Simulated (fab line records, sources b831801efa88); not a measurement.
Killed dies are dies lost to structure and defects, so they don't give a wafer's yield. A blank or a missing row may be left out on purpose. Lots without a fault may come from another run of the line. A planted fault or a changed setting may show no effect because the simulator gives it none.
Chamber matching | flow gf180mcu | GF_V1_ETCH_16 on rie_diel-01: 4 sister chambers
The step etches BARC in N2/H2. 4 wafers are shown with their chamber, then 12 later ones without.

WAFERS WITH THEIR CHAMBER
wafer  | chamber | drypump_motor_current_A (A)
L082.5 | 2       | 5.7
L086.2 | 1       | 6.3
L086.3 | 0       | 6.0
L086.5 | 3       | 4.7

WAFERS WITHOUT THEIR CHAMBER
wafer  | drypump_motor_current_A (A)
L087.1 | 6.0
L087.4 | 6.0
L087.6 | 4.7
L090.1 | 4.7
L090.2 | 6.3
L090.4 | 5.7
L093.2 | 5.7
L093.3 | 6.0
L093.4 | 6.3
L096.1 | 5.6
L096.3 | 4.8
L096.5 | 6.3

WHICH CHAMBER EACH WENT THROUGH
wafer  | from the rows above | in truth
L087.1 | 0                   | 0
L087.4 | 0                   | 0
L087.6 | 3                   | 3
L090.1 | 3                   | 3
L090.2 | 1                   | 1
L090.4 | 2                   | 2
L093.2 | 2                   | 2
L093.3 | 0                   | 0
L093.4 | 1                   | 1
L096.1 | 2                   | 2
L096.3 | 3                   | 3
L096.5 | 1                   | 1
Placed correctly: 12 of 12. Can't be placed from these rows: 0. Placed wrongly: 0.
How it was worked out, from the rows above alone: a wafer's distance from a chamber is the root of the sum, over the readings, of the square of ((its reading less the chamber's mean) divided by the reading's scatter). The wafer belongs to the nearest chamber; if the next one is less than 2 further off, it can't be placed. A chamber's mean is the mean of its shown wafers. The scatter: with one shown wafer a chamber, the root of the mean of the squares of how far each hidden wafer lies from its nearest shown one.
